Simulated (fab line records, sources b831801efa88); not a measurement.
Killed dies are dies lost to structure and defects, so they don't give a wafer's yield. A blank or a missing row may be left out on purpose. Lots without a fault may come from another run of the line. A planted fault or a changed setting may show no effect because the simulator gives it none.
One fault seen from 2 desks | flow gf180mcu | each desk has only its own numbers; what lay behind them comes last

THE TOOL OWNER'S DESK: cvd_w-02
The tool's own readings at GF_V3_CVD_23 (deposits W, target thk 350 nm, time 104.9 s): means of the sampled wafers that have a number, for each lot that ran on this tool. A lot is out of limits, marked OUT, if its mean lies more than 4 standard deviations from the usual mean; the brackets give that distance.
Columns: A = chamber_pressure_Torr at GF_V3_CVD_23, usual 39.99 Torr; B = heater_power_w at GF_V3_CVD_23, usual 862 W
lot  | first seen here | A     | B
L429 | day 22 10:44    | 40.03 | 825
L433 | day 24 01:46    | 39.96 | 823
L434 | day 24 08:13    | 40.07 | 859
L438 | day 25 16:08    | 39.91 | 825
L439 | day 26 02:58    | 40.04 | 821
L440 | day 26 07:25    | 39.90 | 827
L445 | day 27 22:31    | 40.00 | 833
This desk's finding: nothing out of limits on any of the 7 lots.

THE METROLOGY DESK
What the gauges read, lot by lot, whatever tool the lot ran on: means of the sampled wafers that have a number. A lot is out of limits, marked OUT, if its mean lies more than 4 standard deviations from the usual mean; the brackets give that distance.
Columns: A = V3_BOW at GF_V3_BOW_MEAS_05, usual 118 um; B = V3_W_RS at GF_V3_RS_MEAS_24, usual 0.326 ohm/sq; C = V3_W_THK at GF_V3_THK_MEAS_25, usual 357 nm; D = M4_ALCU_RS at GF_M4_RS_MEAS_05, usual 0.0694 ohm/sq
lot  | first seen here | A   | B               | C   | D
L429 | day 21 10:01    | 130 | 0.334           | 342 | 0.0700
L430 | day 22 01:26    | 116 | 0.323           | 363 | 0.0691
L431 | day 22 07:33    | 114 | 0.322           | 353 | 0.0682
L433 | day 23 02:45    | 114 | 0.331           | 354 | 0.0693
L434 | day 23 08:39    | 123 | 0.329           | 346 | 0.0686
L437 | day 24 07:34    | 127 | 0.321           | 363 | 0.0690
L438 | day 24 17:34    | 127 | 0.327           | 357 | 0.0705
L439 | day 25 04:38    | 122 | 0.329           | 359 | 0.0696
L440 | day 25 09:38    | 114 | 0.221 (-22) OUT | 351 | 0.0691
L445 | day 27 01:28    | 113 | 0.225 (-21) OUT | 349 | 0.0698
L449 | day 28 06:34    | 128 | 0.319           | 370 | 0.0700
This desk's finding: out of limits on L440, L445; first on L440, day 26 07:32 (V3_W_RS at GF_V3_RS_MEAS_24). In limits: L429, L430, L431, L433, L434, L437, L438, L439, L449.

PUT TOGETHER
The metrology desk could have raised an alarm at day 26 07:32, on L440, L445.
The tool owner's desk saw nothing out of limits.
The tool owner's desk has L440, L445 on record, within its limits.
Of the lots named, all ran GF_V3_CVD_23 on cvd_w-02.

WHAT THE SIMULATOR HAD PUT IN
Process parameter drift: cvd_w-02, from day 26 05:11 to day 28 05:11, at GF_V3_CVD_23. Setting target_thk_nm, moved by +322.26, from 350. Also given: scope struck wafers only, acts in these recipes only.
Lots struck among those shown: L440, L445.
Hours from the fault's start to each desk's first reading out of limits: the metrology desk, 2.
